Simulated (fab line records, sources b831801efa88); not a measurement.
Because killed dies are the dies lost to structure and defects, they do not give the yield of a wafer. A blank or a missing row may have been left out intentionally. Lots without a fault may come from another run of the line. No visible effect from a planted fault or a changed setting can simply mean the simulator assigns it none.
Matching of chambers ; flow sky130 ; cmp-02 running SKY_VIA3_CMP_24: 4 sister chambers
The step polishes, stops on SiO2, t overpolish 20 s, target thk 0 nm. 4 wafers are shown with their chamber, then 7 later ones without.

== EACH WAFER AND ITS CHAMBER ==
wafer;chamber;motor_current_A (A)
L141.3;0;12.5
L141.6;2;10.7
L142.2;1;11.0
L142.4;3;11.3

== WAFERS WITH NO CHAMBER GIVEN ==
wafer;motor_current_A (A)
L142.6;11.2
L144.1;10.6
L144.5;10.5
L144.6;10.7
L145.4;10.6
L145.5;11.0
L145.6;10.7

== THE CHAMBER EACH PASSED THROUGH ==
wafer;from the rows above;in truth
L142.6;can't be placed: 3 or 1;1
L144.1;2;2
L144.5;2;2
L144.6;2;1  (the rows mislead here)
L145.4;2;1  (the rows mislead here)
L145.5;1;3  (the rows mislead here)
L145.6;2;2
Correct placement for 3 of the 7. Unplaceable from these rows: 1, with the true chamber sitting among the candidates in 1. Number placed wrongly: 3.
How it was worked out, from the rows above alone: a wafer's distance from a chamber is the root of the sum, over the readings, of the square of ((its reading less the chamber's mean) divided by the reading's scatter). The wafer belongs to the nearest chamber; if the next one is less than 2 further off, it can't be placed. For every chamber, the mean is computed from those of its wafers that are shown. The scatter: with one shown wafer a chamber, the root of the mean of the squares of how far each hidden wafer lies from its nearest shown one.
